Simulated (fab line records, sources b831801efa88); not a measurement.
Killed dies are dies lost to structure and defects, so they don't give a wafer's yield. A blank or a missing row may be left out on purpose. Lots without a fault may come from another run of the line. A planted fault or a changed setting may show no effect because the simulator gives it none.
Which tool did it? | flow gf180mcu | 13 lots, 39 wafers sampled, at 6 steps of a route of 602

WHAT THE GAUGES READ, wafer by wafer
GF_STI_CD_MEAS_12: target cd 220 nm. Usual: cd_nm 219.8 nm, standard deviation 1.1.
lot  | measured    | on        | cd_nm (nm)        | flag
L201 | day 2 09:23 | cd_sem-01 | 218.8 218.2 218.1 |
L203 | day 2 17:49 | cd_sem-02 | 221.4 220.4 220.3 |
L205 | day 3 03:49 | cd_sem-01 | 218.2 218.5 218.4 |
L206 | day 3 10:05 | cd_sem-01 | 219.5 219.4 219.8 |
L207 | day 3 15:43 | cd_sem-01 | 221.0 220.4 219.4 |
L208 | day 3 19:35 | cd_sem-01 | 220.0 219.5 220.0 |
L209 | day 4 02:15 | cd_sem-01 | 220.4 220.1 221.4 |
L210 | day 4 07:20 | cd_sem-02 | 221.5 221.6 221.5 |
L211 | day 4 11:25 | cd_sem-01 | 219.1 219.4 218.6 |
L213 | day 4 21:07 | cd_sem-02 | 219.9 220.3 219.6 |
L219 | day 6 04:23 | cd_sem-02 | 218.8 219.8 220.0 |
L222 | day 6 20:19 | cd_sem-02 | 220.0 220.6 221.0 |
L223 | day 7 01:44 | cd_sem-02 | 219.5 219.6 219.4 |

GF_LVPWELL_TW_MEAS_11. Usual: LVPWELL_TW 558, standard deviation 4.
lot  | measured    | on            | LVPWELL_TW  | flag
L201 | day 4 09:46 | film_metro-04 | 557 556 558 |
L203 | day 4 21:07 | film_metro-02 | 553 554 554 |
L205 | day 5 06:19 | film_metro-04 | 553 552 557 |
L206 | day 5 14:22 | film_metro-04 | 553 555 554 |
L207 | day 5 19:26 | film_metro-04 | 551 553 555 |
L208 | day 6 01:23 | film_metro-03 | 564 563 562 |
L209 | day 6 07:34 | film_metro-02 | 593 593 592 | OFF
L210 | day 6 13:44 | film_metro-03 | 596 596 595 | OFF
L211 | day 6 16:52 | film_metro-02 | 557 561 559 |
L213 | day 7 04:41 | film_metro-03 | 595 590 591 | OFF
L219 | day 8 15:11 | film_metro-04 | 553 551 558 |
L222 | day 9 10:34 | film_metro-03 | 561 560 562 |
L223 | day 9 14:41 | film_metro-04 | 554 553 558 |

GF_VT_IMPLANT_RS_MEAS_48: measures by four-point-probe. Usual: LVPWELL_RS 1196.9 ohm/sq, standard deviation 2.9.
lot  | measured     | on            | LVPWELL_RS (ohm/sq)  | flag
L201 | day 8 17:54  | film_metro-04 | 1194.9 1196.0 1194.2 |
L203 | day 9 07:19  | film_metro-03 | 1193.7 1192.6 1195.0 |
L205 | day 9 19:30  | film_metro-04 | 1195.7 1194.6 1193.0 |
L206 | day 10 03:55 | film_metro-03 | 1196.1 1192.4 1193.2 |
L207 | day 10 10:52 | film_metro-04 | 1193.9 1192.8 1193.9 |
L208 | day 10 18:31 | film_metro-04 | 1201.1 1204.0 1201.3 |
L209 | day 11 01:50 | film_metro-03 | 1072.4 1070.4 1069.3 | OFF
L210 | day 11 10:15 | film_metro-03 | 1069.5 1068.4 1068.7 | OFF
L211 | day 11 15:20 | film_metro-02 | 1199.9 1193.4 1195.6 |
L213 | day 12 03:54 | film_metro-03 | 1069.5 1069.8 1069.3 | OFF
L219 | day 13 18:20 | film_metro-02 | 1197.7 1197.7 1198.3 |
L222 | day 14 16:23 | film_metro-02 | 1193.9 1198.0 1195.5 |
L223 | day 14 22:23 | film_metro-04 | 1194.4 1196.8 1198.8 |

GF_SAB_CD_MEAS_09: target cd 420 nm. Usual: cd_nm 420.3 nm, standard deviation 2.3.
lot  | measured     | on        | cd_nm (nm)        | flag
L201 | day 17 10:13 | cd_sem-01 | 418.7 421.3 420.0 |
L203 | day 18 02:40 | cd_sem-01 | 417.2 418.5 419.8 |
L205 | day 18 18:22 | cd_sem-02 | 418.3 418.8 419.5 |
L206 | day 19 00:23 | cd_sem-01 | 421.1 421.3 420.6 |
L207 | day 19 06:28 | cd_sem-01 | 423.2 422.7 423.1 |
L208 | day 19 21:59 | cd_sem-01 | 421.6 418.3 419.7 |
L209 | day 20 04:20 | cd_sem-02 | 425.3 423.3 423.3 |
L210 | day 20 15:34 | cd_sem-01 | 414.7 419.6 418.8 |
L211 | day 20 20:35 | cd_sem-02 | 423.3 422.8 423.3 |
L213 | day 21 11:38 | cd_sem-01 | 418.8 416.5 417.3 |
L219 | day 23 07:13 | cd_sem-01 | 420.9 419.9 420.9 |
L222 | day 24 08:52 | cd_sem-01 | 418.0 418.1 415.7 |
L223 | day 24 14:10 | cd_sem-02 | 425.2 422.6 422.2 |

GF_SAB_OVL_MEAS_10. Usual: SAB_OVL 0.0 nm, standard deviation 1.1.
lot  | measured     | on         | SAB_OVL (nm)   | flag
L201 | day 17 10:18 | overlay-01 | 1.7 -1.5 0.5   |
L203 | day 18 02:47 | overlay-02 | -0.6 -1.5 -1.5 |
L205 | day 18 18:29 | overlay-01 | -1.3 -0.2 -0.2 |
L206 | day 19 00:29 | overlay-02 | 0.3 -0.1 1.8   |
L207 | day 19 06:35 | overlay-01 | -1.1 -0.2 -0.2 |
L208 | day 19 22:05 | overlay-01 | 0.2 -2.1 -1.2  |
L209 | day 20 04:28 | overlay-02 | 0.7 -0.9 0.9   |
L210 | day 20 15:40 | overlay-01 | 0.3 0.6 0.8    |
L211 | day 20 20:43 | overlay-02 | -1.6 -1.2 -0.7 |
L213 | day 21 11:44 | overlay-01 | -0.8 1.5 -0.8  |
L219 | day 23 07:20 | overlay-01 | 1.1 -0.5 0.6   |
L222 | day 24 08:59 | overlay-02 | 0.5 2.3 -0.6   |
L223 | day 24 14:15 | overlay-02 | -0.6 0.1 0.9   |

WHICH TOOL RAN EACH LOT (tool, then ch and the chambers of the sampled wafers, then the start)
lot  | GF_LVPWELL_IMPLANT_08
L201 | implanter-03 ch 0, day 4 09:24
L203 | implanter-02 ch 0, day 4 20:43
L205 | implanter-03 ch 0, day 5 05:55
L206 | implanter-03 ch 0, day 5 13:59
L207 | implanter-03 ch 0, day 5 19:02
L208 | implanter-03 ch 0, day 6 01:01
L209 | implanter-03 ch 0, day 6 07:10
L210 | implanter-03 ch 0, day 6 13:22
L211 | implanter-02 ch 0, day 6 16:28
L213 | implanter-03 ch 0, day 7 04:18
L219 | implanter-01 ch 0, day 8 14:47
L222 | implanter-01 ch 0, day 9 10:10
L223 | implanter-02 ch 0, day 9 14:19
- GF_LVPWELL_IMPLANT_08

WHAT THE TOOLS THEMSELVES READ (means of the sampled wafers that have a number; where no wafer has one, the mark that the record gives instead)
GF_LVPWELL_IMPLANT_08. Usual: beam_on_s 9.99 s, standard deviation 0.21; faraday_current_uA 84.7, standard deviation 1.8.
lot  | tool         | beam_on_s (s) | faraday_current_uA | flag
L201 | implanter-03 | 10.08         | 84.2               |
L203 | implanter-02 | 10.07         | 83.9               |
L205 | implanter-03 | 9.82          | 86.0               |
L206 | implanter-03 | 10.01         | 84.5               |
L207 | implanter-03 | 10.02         | 84.3               |
L208 | implanter-03 | 10.24         | 82.8               |
L209 | implanter-03 | 12.42         | 68.2               | OFF
L210 | implanter-03 | 12.66         | 66.9               | OFF
L211 | implanter-02 | 9.90          | 85.3               |
L213 | implanter-03 | 12.39         | 68.3               | OFF
L219 | implanter-01 | 10.09         | 83.9               |
L222 | implanter-01 | 9.85          | 85.5               |
L223 | implanter-02 | 9.81          | 86.2               |

THE ANSWER, worked out from the rows above alone
Rule: a lot is off if the mean of its wafers that have a number lies more than 3 standard deviations from the usual mean. A lot without any number at a reading at which 4 lots or more have one is off too. The other lots that the step has rows for count as sound. The gauges are gone through in route order, then the tools' own readings, and for those a lot's mean is taken as printed above. The first step at which some lot is off is used, and at that step the reading that is off furthest; a lot without a number counts as furthest.
Off: L209, L210, L213, at GF_LVPWELL_TW_MEAS_11 (LVPWELL_TW).
A tool fits if, at a process step before that reading, it ran every lot that is off, and no sound lot after the first of them. The gauges at GF_LVPWELL_TW_MEAS_11 aren't tried: what is off there is off at GF_LVPWELL_IMPLANT_08 too, on other tools, and a gauge's error can't cause that. One fits: implanter-03 at GF_LVPWELL_IMPLANT_08. Its last sound lot is L208 (day 6 01:01), its first lot that is off L209 (day 6 07:10): a fault that began between those two fits.
The tool's own readings at GF_LVPWELL_IMPLANT_08 bear it out: on the lots that are off they differ by more than 5 times the standard deviation of the sound lots' means. beam_on_s reads 12.49 s there against 9.99 s on the sound lots; faraday_current_uA reads 67.8 there against 84.7 on the sound lots.

WHAT THE SIMULATOR HAD PUT IN
Process parameter drift: implanter-03, from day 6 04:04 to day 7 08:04, at GF_LVPWELL_IMPLANT_08. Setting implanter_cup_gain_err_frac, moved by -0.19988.
Lots struck among those shown: L209, L210, L213. The rule above found the same.
